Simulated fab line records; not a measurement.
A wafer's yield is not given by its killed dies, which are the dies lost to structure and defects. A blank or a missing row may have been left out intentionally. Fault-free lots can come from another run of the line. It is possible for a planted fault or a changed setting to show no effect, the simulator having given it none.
A lot that was struck, set against a sound lot	flow sky130	15 out of 708 route steps
Sound: the wafers L529.1, L529.2, L529.6. The struck wafers were L536.3, L536.4, L536.6. The cause is named last.
Per side, at each step with rows, come the tool, then ch with its chambers, and then its first start. Under that, the readings that differ: sound wafers	struck wafers	difference of the means	sigmas: that difference in standard deviations of wafers without a fault.
alike: same words and numbers on both sides, and readings whose means sit less than 2 such deviations apart. not compared: any withheld reading, any reading some wafer has no value for, any bound like >300 that may hide the same value, and any number with overlapping values for which the record gives no deviation.
Wherever a step has rows on one side only, a row that says differs or no value, or a row with sigmas, the two part there. When numbers do not overlap yet have no deviation, they are printed without sigmas and do not part them. A reading that every wafer of one side lacks parts them only if that side has two wafers or more.

first, 6 steps without rows for these wafers: SKY_VIA4_HMDS_05 (prime time 60 s); SKY_VIA4_COAT_06 (resist thk 1140 nm); SKY_VIA4_SOFTBAKE_07 (time 60 s); SKY_VIA4_EXPOSE_08 (exposes mask VIM4, target cd 800 nm); SKY_VIA4_PEB_09; SKY_VIA4_DEVELOP_10 (develop time 60 s).
SKY_VIA4_OVL_MEAS_11:
  sound on overlay-01 at day 43 06:11; struck on overlay-02 at day 44 18:12
  alike: VIA4_OVL
SKY_VIA4_ETCH_12: etches SiO2 in C4F8/O2/Ar, stops on TiN, target depth 580 nm.
  sound on rie diel-04 ch 0,1,3, day 43 06:14; struck on rie diel-04 ch 0,1, day 44 18:13
  alike: oes product au
SKY_VIA4_STRIP_13: strips in O2/N2.
  sound on plasma asher-01 ch 0,1, day 43 06:18; struck on plasma asher-02 ch 0,1, day 44 18:20
  alike: drypump motor current A, oes product au, strip time to endpoint s
  not compared: rf hours counter h
then, 3 steps without rows for these wafers: SKY_VIA4_STRIP_14 (strips in post etch residue remover, time 1200 s); SKY_VIA4_CLEAN_15 (cleans in IPA, time 180 s); SKY_VIA4_CLEAN_16 (cleans in O3/DIW).
SKY_VIA4_SPUTTER_17: material TiN, target thk 20 nm, time 80 s.
  sound on pvd sputter-04 at day 43 06:53; struck on pvd sputter-01 at day 44 18:53
  no value came back on the struck wafers for cathode dc power W (W), chamber pressure pa (Pa), throttle valve pct (%); on the sound wafers cathode dc power W (W) reads 3999.1 3999.9 3998.8
SKY_VIA4_CVD_18: deposits W, target thk 505 nm, time 152.14 s.
  sound on cvd w-02 ch 0,1, day 43 08:28; struck on cvd w-01 ch 0,1, day 44 19:00
  alike: heater power w
  not compared: since wet clean h
-- the record jumps here: 3 days lie between the struck wafers' starts before and after (it left off in module VIA4 and takes up again in module PAD_OPEN, whose first step shown is number 708 of the route) --
SKY_PAD_OPEN_PROBE_99:
  sound on prober-01 at day 46 04:48; struck on prober-01 at day 47 10:40
reading	sound	struck	difference	sigmas
hold	- - -	await dispo/8.2h/scrap await dispo/8.2h/scrap await dispo/8.2h/scrap	no value on the sound wafers	
defect limited yield (%)	81.9 84.8 83.5	0 0 0	-83	-46
killed_at_M4_up	3 2 3	419 424 415	+417	+99 or more
killed dies	89 75 81	492 492 492	+410	+46
killed on rim	16 16 13	96 96 96	+81	+22
sort_bin_5_function (%)	10.6 10.0 11.0	93.5 93.3 91.9	+82.4	+59
sort n pass	403 417 411	0 0 0	-410	-46
sort yield pct (%)	81.9 84.8 83.5	0 0 0	-83	-46
  alike: killed_at_M0_to_M3, killed at contacts, killed at front end, killed at other, killed open, killed short, sort_bin_3_pad_short, sort_bin_6_memory

## WHERE THEY PART
Last at SKY_PAD_OPEN_PROBE_99 as far as this record goes, first at SKY_VIA4_SPUTTER_17.

WHY: whatever the simulator had introduced
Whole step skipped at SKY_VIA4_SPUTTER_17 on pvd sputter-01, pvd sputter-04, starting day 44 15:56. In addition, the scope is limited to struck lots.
